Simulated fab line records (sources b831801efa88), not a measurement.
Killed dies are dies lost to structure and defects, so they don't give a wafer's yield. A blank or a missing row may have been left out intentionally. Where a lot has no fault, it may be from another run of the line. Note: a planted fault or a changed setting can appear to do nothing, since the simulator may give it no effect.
Which tool was responsible?	flow sky130	13 lots with 39 wafers sampled at 6 steps, on a route of 708 steps

WHAT EACH GAUGE READ, for each wafer
SKY_GATE_OXIDE_THK_MEAS_02.
lot	measured	on	GATE_OXIDE_OXIDATION_00_THK (nm)
L352	day 13 16:50	film_metro-03	10.46 10.37 10.63
L353	day 13 17:10	film_metro-03	10.47 10.36 10.30
L354	day 14 04:16	film_metro-03	10.08 9.93 10.01
L355	day 14 08:06	film_metro-02	10.06 10.12 10.16
L356	day 14 23:16	film_metro-04	10.13 10.21 10.16
L357	day 15 04:10	film_metro-02	10.32 10.38 10.35
L359	day 15 23:25	film_metro-02	10.21 10.18 10.32
L360	day 16 14:08	film_metro-04	10.43 10.49 10.48
L361	day 17 00:16	film_metro-02	10.18 10.21 10.34
L364	day 17 17:04	film_metro-04	10.48 10.48 10.54
L365	day 18 02:20	film_metro-04	10.15 10.23 10.33
L367	day 18 23:47	film_metro-04	10.40 10.36 10.23
L373	day 21 03:16	film_metro-02	10.33 10.34 10.16

SKY_SD_P_CD_MEAS_07: target cd 380 nm.
lot	measured	on	cd_nm (nm)
L352	day 26 10:17	cd_sem-02	377.5 378.1 379.1
L353	day 26 10:35	cd_sem-02	380.0 380.7 381.1
L354	day 26 22:50	cd_sem-02	385.7 384.5 384.9
L355	day 27 03:07	cd_sem-02	377.3 376.1 377.2
L356	day 27 19:23	cd_sem-01	379.9 380.2 381.9
L357	day 28 00:11	cd_sem-02	376.3 375.5 378.2
L359	day 29 02:59	cd_sem-02	383.5 385.0 383.0
L360	day 29 14:33	cd_sem-01	378.8 380.7 379.1
L361	day 30 00:41	cd_sem-01	378.5 381.3 378.7
L364	day 30 13:32	cd_sem-02	- - -
L365	day 30 22:05	cd_sem-01	381.0 380.5 380.1
L367	day 31 19:30	cd_sem-01	382.5 384.8 383.0
L373	day 33 10:47	cd_sem-02	378.2 375.4 379.6

SKY_SD_P_TW_MEAS_11.
lot	measured	on	SD_P_TW
L352	day 26 10:41	film_metro-01	2809 2804 2816
L353	day 26 10:59	film_metro-02	2819 2835 2836
L354	day 26 23:14	film_metro-01	2818 2812 2810
L355	day 27 03:31	film_metro-03	2846 2841 2848
L356	day 27 19:47	film_metro-03	2856 2834 2842
L357	day 28 00:35	film_metro-03	2857 2856 2856
L359	day 29 03:23	film_metro-01	2796 2774 2797
L360	day 29 14:57	film_metro-02	2832 2822 2825
L361	day 30 01:05	film_metro-03	2854 2843 2840
L364	day 30 13:56	film_metro-03	30 30 30
L365	day 30 22:29	film_metro-03	2855 2854 2844
L367	day 31 19:54	film_metro-01	2810 2821 2813
L373	day 33 11:11	film_metro-01	2796 2806 2797

SKY_CONTACT_THK_MEAS_26: measures by xrf.
lot	measured	on	CONTACT_W_THK (nm)
L352	day 32 12:26	film_metro-01	355 347 347
L353	day 32 13:40	film_metro-02	354 353 353
L354	day 32 23:25	film_metro-01	349 348 348
L355	day 33 09:15	film_metro-01	356 358 360
L356	day 33 19:29	film_metro-04	355 358 363
L357	day 34 00:31	film_metro-01	350 352 349
L359	day 34 23:58	film_metro-02	357 362 362
L360	day 35 10:31	film_metro-02	360 357 358
L361	day 35 20:58	film_metro-04	347 355 353
L364	day 36 05:43	film_metro-04	361 364 372
L365	day 36 17:02	film_metro-02	345 351 351
L367	day 37 14:07	film_metro-04	353 353 348
L373	day 39 04:01	film_metro-01	343 350 353

SKY_VIA1_THK_MEAS_23: measures by xrf.
lot	measured	on	VIA1_W_THK (nm)
L352	day 34 20:00	film_metro-02	285 285 280
L353	day 34 21:45	film_metro-03	280 275 276
L354	day 35 07:44	film_metro-03	285 286 291
L355	day 35 17:20	film_metro-02	287 284 286
L356	day 36 03:42	film_metro-01	281 277 280
L357	day 36 07:32	film_metro-02	281 272 276
L359	day 37 07:09	film_metro-03	284 280 286
L360	day 37 16:10	film_metro-03	275 276 277
L361	day 38 03:47	film_metro-03	276 275 277
L364	day 38 11:57	film_metro-01	278 279 279
L365	day 38 22:44	film_metro-03	277 275 273
L367	day 39 20:22	film_metro-03	284 284 284
L373	day 41 08:59	film_metro-03	278 275 276

WHAT TOOL EACH LOT RAN ON (gives the tool, then ch and the chambers of the sampled wafers, and finally the start)
lot	SKY_SD_P_EXPOSE_04
L352	iline_stepper-02 ch 0, day 25 19:26
L353	iline_stepper-01 ch 0, day 25 19:46
L354	iline_stepper-02 ch 0, day 26 08:43
L355	iline_stepper-02 ch 0, day 26 13:14
L356	iline_stepper-01 ch 0, day 27 04:44
L357	iline_stepper-02 ch 0, day 27 09:19
L359	iline_stepper-01 ch 0, day 28 12:20
L360	iline_stepper-01 ch 0, day 29 01:11
L361	iline_stepper-01 ch 0, day 29 10:37
L364	iline_stepper-01 ch 0, day 29 23:37
L365	iline_stepper-02 ch 0, day 30 08:34
L367	iline_stepper-01 ch 0, day 31 06:03
L373	iline_stepper-01 ch 0, day 32 21:52
- SKY_SD_P_EXPOSE_04: exposes mask PSDM, target cd 380 nm.

WHAT THE TOOLS THEMSELVES READ (means of the sampled wafers that have a number; where no wafer has one, the mark that the record gives instead)
SKY_SD_P_EXPOSE_04.
lot	tool	stage_vel_mm_s (mm/s)
L352	iline_stepper-02	500.32
L353	iline_stepper-01	500.22
L354	iline_stepper-02	500.10
L355	iline_stepper-02	499.76
L356	iline_stepper-01	499.89
L357	iline_stepper-02	499.88
L359	iline_stepper-01	499.72
L360	iline_stepper-01	500.17
L361	iline_stepper-01	500.01
L364	iline_stepper-01	500.09
L365	iline_stepper-02	500.06
L367	iline_stepper-01	500.10
L373	iline_stepper-01	499.81

THE ANSWER, worked out from the rows above alone
Rule: the usual values come from the lots themselves. The widest of any qualifying gaps counts: lots, ordered by their means at a reading, are off when they make up no more than a third of the lots, leave a main group of 4 or more, and stand apart from it by 3 or more times the standard deviation of that group's means. Not used: any main group whose means are identical at the precision the tables above print for the reading. A lot without any number at a reading at which 4 lots or more have one is off too. Where the step has rows for the other lots, those lots are counted as sound. Order of review: gauges by route order, followed by the tools' own readings, for which a lot's mean as printed above is used. At the first step where some lot is off, the reading lying furthest off is the one used; lots without a number count as furthest.
Off at SKY_SD_P_CD_MEAS_07 (cd_nm): L364. Without a number there: L364. The main group has a mean of 380.2 nm with a standard deviation of 2.6.
If a tool, at a process step before that reading, ran all the lots that are off and no sound lot after the first of them, it fits. The gauges at SKY_SD_P_CD_MEAS_07 aren't tried: what is off there is off at SKY_SD_P_TW_MEAS_11 too, on other tools, and a gauge's error can't cause that. None of those tried fits.

WHAT WAS PUT IN BY THE SIMULATOR
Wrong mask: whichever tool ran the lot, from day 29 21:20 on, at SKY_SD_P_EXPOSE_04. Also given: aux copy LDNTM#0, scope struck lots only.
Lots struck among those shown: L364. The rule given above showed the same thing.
